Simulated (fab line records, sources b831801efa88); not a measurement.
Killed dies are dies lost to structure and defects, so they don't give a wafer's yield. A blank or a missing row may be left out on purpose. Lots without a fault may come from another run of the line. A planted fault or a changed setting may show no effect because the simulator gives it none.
Which tool did it? | flow sky130 | 15 lots, 45 wafers sampled, at 5 steps of a route of 708

WHAT THE GAUGES READ, wafer by wafer
SKY_METAL1_RS_MEAS_05: measures by four-point-probe. Usual: METAL1_ALCU_RS 0.1268 ohm/sq, standard deviation 0.0013.
lot  | measured     | on            | METAL1_ALCU_RS (ohm/sq) | flag
L277 | day 32 07:23 | film_metro-03 | 0.1292 0.1259 0.1264    |
L278 | day 32 10:25 | film_metro-04 | 0.1257 0.1268 0.1250    |
L279 | day 32 22:40 | film_metro-01 | 0.1275 0.1276 0.1274    |
L280 | day 33 10:29 | film_metro-04 | 0.1274 0.1274 0.1294    |
L282 | day 33 21:06 | film_metro-03 | 0.1274 0.1268 0.1277    |
L281 | day 33 22:38 | film_metro-04 | 0.1274 0.1262 0.1272    |
L283 | day 34 06:35 | film_metro-01 | 0.1245 0.1267 0.1253    |
L284 | day 34 07:56 | film_metro-01 | 0.1273 0.1259 0.1265    |
L287 | day 35 02:14 | film_metro-03 | 0.1254 0.1259 0.1248    |
L290 | day 35 16:13 | film_metro-03 | 0.1267 0.1255 0.1253    |
L291 | day 36 01:29 | film_metro-01 | 0.1279 0.1265 0.1273    |
L292 | day 36 06:55 | film_metro-04 | 0.1267 0.1281 0.1295    |
L294 | day 36 17:52 | film_metro-01 | 0.1276 0.1256 0.1238    |
L295 | day 37 06:08 | film_metro-01 | 0.1294 0.1282 0.1293    |
L297 | day 37 16:53 | film_metro-04 | 0.1278 0.1261 0.1287    |

SKY_VIA1_THK_MEAS_01. Usual: VIA1_HDPCVD_THK 1030 nm, standard deviation 12.
lot  | measured     | on            | VIA1_HDPCVD_THK (nm) | flag
L277 | day 33 11:35 | film_metro-04 | 1018 1023 1042       |
L278 | day 33 15:20 | film_metro-02 | 1024 1019 1040       |
L279 | day 34 02:50 | film_metro-03 | 1023 1039 1020       |
L280 | day 34 13:38 | film_metro-03 | 1032 1018 1030       |
L282 | day 35 00:22 | film_metro-03 | 1017 1023 1029       |
L281 | day 35 01:40 | film_metro-03 | 1020 1029 1013       |
L283 | day 35 10:06 | film_metro-03 | 1028 1035 892        | OFF
L284 | day 35 11:10 | film_metro-03 | 1032 1045 1035       |
L287 | day 36 05:26 | film_metro-03 | 897 1025 1002        | OFF
L290 | day 36 18:18 | film_metro-02 | 887 995 1021         | OFF
L291 | day 37 03:20 | film_metro-04 | 1025 1030 1029       |
L292 | day 37 10:04 | film_metro-03 | 1029 1025 1022       |
L294 | day 37 20:28 | film_metro-02 | 1014 1021 1014       |
L295 | day 38 08:07 | film_metro-03 | 1027 1023 1037       |
L297 | day 38 19:01 | film_metro-04 | 1039 1038 1025       |

SKY_VIA1_CD_MEAS_12: target cd 150 nm. Usual: cd_nm 150.4 nm, standard deviation 1.8.
lot  | measured     | on        | cd_nm (nm)        | flag
L277 | day 34 14:38 | cd_sem-01 | 149.5 149.7 147.9 |
L278 | day 34 17:25 | cd_sem-01 | 148.7 149.3 149.5 |
L279 | day 35 05:05 | cd_sem-02 | 151.1 151.7 152.6 |
L280 | day 35 16:29 | cd_sem-02 | 148.9 149.1 147.8 |
L282 | day 36 03:35 | cd_sem-02 | 149.5 149.7 150.3 |
L281 | day 36 04:04 | cd_sem-02 | 151.8 149.5 150.7 |
L283 | day 36 11:33 | cd_sem-02 | 150.0 148.4 150.7 |
L284 | day 36 13:36 | cd_sem-02 | 152.3 152.9 152.7 |
L287 | day 37 06:53 | cd_sem-02 | 152.4 152.1 152.7 |
L290 | day 37 19:52 | cd_sem-02 | 149.2 150.8 150.3 |
L291 | day 38 05:01 | cd_sem-02 | 152.8 153.5 152.7 |
L292 | day 38 11:28 | cd_sem-02 | 152.4 149.7 151.2 |
L294 | day 38 21:38 | cd_sem-02 | 149.3 148.5 149.9 |
L295 | day 39 09:38 | cd_sem-01 | 151.5 151.3 151.0 |
L297 | day 39 19:15 | cd_sem-01 | 154.1 154.2 152.7 |

WHICH TOOL RAN EACH LOT (tool, then ch and the chambers of the sampled wafers, then the start)
lot  | SKY_METAL1_SPUTTER_04        | SKY_VIA1_HDPCVD_00
L277 | pvd_sputter-02, day 32 07:20 | hdpcvd-02 ch 0,1,2, day 33 11:28
L278 | pvd_sputter-03, day 32 10:21 | hdpcvd-01 ch 0,1,2, day 33 15:13
L279 | pvd_sputter-01, day 32 22:34 | hdpcvd-02 ch 0,1,2, day 34 02:43
L280 | pvd_sputter-01, day 33 10:24 | hdpcvd-01 ch 1,2, day 34 13:30
L282 | pvd_sputter-03, day 33 21:03 | hdpcvd-01 ch 1,2, day 35 00:15
L281 | pvd_sputter-03, day 33 22:35 | hdpcvd-02 ch 0,1, day 35 01:33
L283 | pvd_sputter-01, day 34 06:31 | hdpcvd-02 ch 0,2, day 35 09:59
L284 | pvd_sputter-03, day 34 07:52 | hdpcvd-01 ch 1,2, day 35 11:03
L287 | pvd_sputter-01, day 35 02:08 | hdpcvd-02 ch 0,1,2, day 36 05:21
L290 | pvd_sputter-01, day 35 16:08 | hdpcvd-02 ch 0,1,2, day 36 18:11
L291 | pvd_sputter-01, day 36 01:26 | hdpcvd-01 ch 0,1,2, day 37 03:13
L292 | pvd_sputter-01, day 36 06:50 | hdpcvd-01 ch 1,2, day 37 09:55
L294 | pvd_sputter-02, day 36 17:49 | hdpcvd-01 ch 0,2, day 37 20:21
L295 | pvd_sputter-01, day 37 06:04 | hdpcvd-01 ch 0,1,2, day 38 07:59
L297 | pvd_sputter-03, day 37 16:49 | hdpcvd-01 ch 0,2, day 38 18:53
- SKY_METAL1_SPUTTER_04: material TiN, target thk 70 nm, time 58.3 s.
- SKY_VIA1_HDPCVD_00: deposits SiO2, target thk 1030 nm, time 171.7 s.

WHAT THE TOOLS THEMSELVES READ (means of the sampled wafers that have a number; where no wafer has one, the mark that the record gives instead)
SKY_METAL1_SPUTTER_04. Usual: throttle_valve_pct 30.0 %, standard deviation 1.1.
lot  | tool           | throttle_valve_pct (%) | flag
L277 | pvd_sputter-02 | 30.7                   |
L278 | pvd_sputter-03 | 30.0                   |
L279 | pvd_sputter-01 | 29.9                   |
L280 | pvd_sputter-01 | 29.6                   |
L282 | pvd_sputter-03 | 28.8                   |
L281 | pvd_sputter-03 | 29.3                   |
L283 | pvd_sputter-01 | 29.6                   |
L284 | pvd_sputter-03 | 29.3                   |
L287 | pvd_sputter-01 | 29.8                   |
L290 | pvd_sputter-01 | 29.8                   |
L291 | pvd_sputter-01 | 29.8                   |
L292 | pvd_sputter-01 | 29.7                   |
L294 | pvd_sputter-02 | 31.5                   |
L295 | pvd_sputter-01 | 29.5                   |
L297 | pvd_sputter-03 | 29.8                   |

THE ANSWER, worked out from the rows above alone
Rule: a lot is off if the mean of its wafers that have a number lies more than 3 standard deviations from the usual mean. A lot without any number at a reading at which 4 lots or more have one is off too. The other lots that the step has rows for count as sound. The gauges are gone through in route order, then the tools' own readings, and for those a lot's mean is taken as printed above. The first step at which some lot is off is used, and at that step the reading that is off furthest; a lot without a number counts as furthest.
Off: L283, L287, L290, at SKY_VIA1_THK_MEAS_01 (VIA1_HDPCVD_THK).
A tool fits if, at a process step before that reading, it ran every lot that is off, and no sound lot after the first of them. The gauges at SKY_VIA1_THK_MEAS_01 are tried like those tools. One fits: hdpcvd-02 at SKY_VIA1_HDPCVD_00. Its last sound lot is L281 (day 35 01:33), its first lot that is off L283 (day 35 09:59): a fault that began between those two fits.

WHAT THE SIMULATOR HAD PUT IN
Site profile drift: hdpcvd-02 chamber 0, from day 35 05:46 on, at SKY_VIA1_HDPCVD_00. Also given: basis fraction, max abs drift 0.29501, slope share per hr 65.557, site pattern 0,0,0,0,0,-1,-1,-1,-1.
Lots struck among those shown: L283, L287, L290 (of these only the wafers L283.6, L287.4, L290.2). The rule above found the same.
